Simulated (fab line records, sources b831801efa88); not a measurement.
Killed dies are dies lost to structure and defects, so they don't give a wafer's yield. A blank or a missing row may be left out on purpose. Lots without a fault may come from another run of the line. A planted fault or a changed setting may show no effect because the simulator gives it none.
Which tool did it? | flow sky130 | 7 lots, 21 wafers sampled, at 2 steps of a route of 708

WHAT THE GAUGES READ, wafer by wafer
SKY_CAP2M_RS_MEAS_03: measures by four-point-probe.
lot  | measured     | on            | CAP2M_TIN_RS (ohm/sq)
L833 | day 40 23:37 | film_metro-02 | 7.07 7.07 6.98
L835 | day 41 21:38 | film_metro-01 | 6.95 6.95 6.94
L838 | day 42 13:51 | film_metro-04 | 6.86 6.84 6.80
L840 | day 43 02:29 | film_metro-04 | 7.05 7.00 7.03
L842 | day 43 14:33 | film_metro-04 | 6.72 6.81 6.97
L847 | day 44 19:43 | film_metro-01 | 7.07 6.94 6.94
L851 | day 46 04:04 | film_metro-02 | 6.84 6.87 6.93

WHICH TOOL RAN EACH LOT (tool, then ch and the chambers of the sampled wafers, then the start)
lot  | SKY_LOCAL_INTERCONNECT_SPUTTER_00
L833 | pvd_sputter-03, day 30 16:28
L835 | pvd_sputter-02, day 31 16:25
L838 | pvd_sputter-03, day 32 12:05
L840 | pvd_sputter-02, day 33 01:04
L842 | pvd_sputter-03, day 33 17:10
L847 | pvd_sputter-03, day 35 00:56
L851 | pvd_sputter-03, day 36 17:40
- SKY_LOCAL_INTERCONNECT_SPUTTER_00: material TiN, target thk 100 nm, time 83.3 s.

THE ANSWER, worked out from the rows above alone
Rule: what is usual is taken from the lots themselves. Put in order of their means at a reading, lots are off if they are a third of the lots or fewer, leave a main group of 4 or more, and stand apart from it by a gap of 3 or more times the standard deviation of the main group's means; of several such gaps the widest counts. A main group whose means are all the same, to the digits that the tables above print for the reading, isn't used. A lot without any number at a reading at which 4 lots or more have one is off too. The other lots that the step has rows for count as sound.
No lot is off at any reading shown: from this, nothing can be told.

WHAT THE SIMULATOR HAD PUT IN
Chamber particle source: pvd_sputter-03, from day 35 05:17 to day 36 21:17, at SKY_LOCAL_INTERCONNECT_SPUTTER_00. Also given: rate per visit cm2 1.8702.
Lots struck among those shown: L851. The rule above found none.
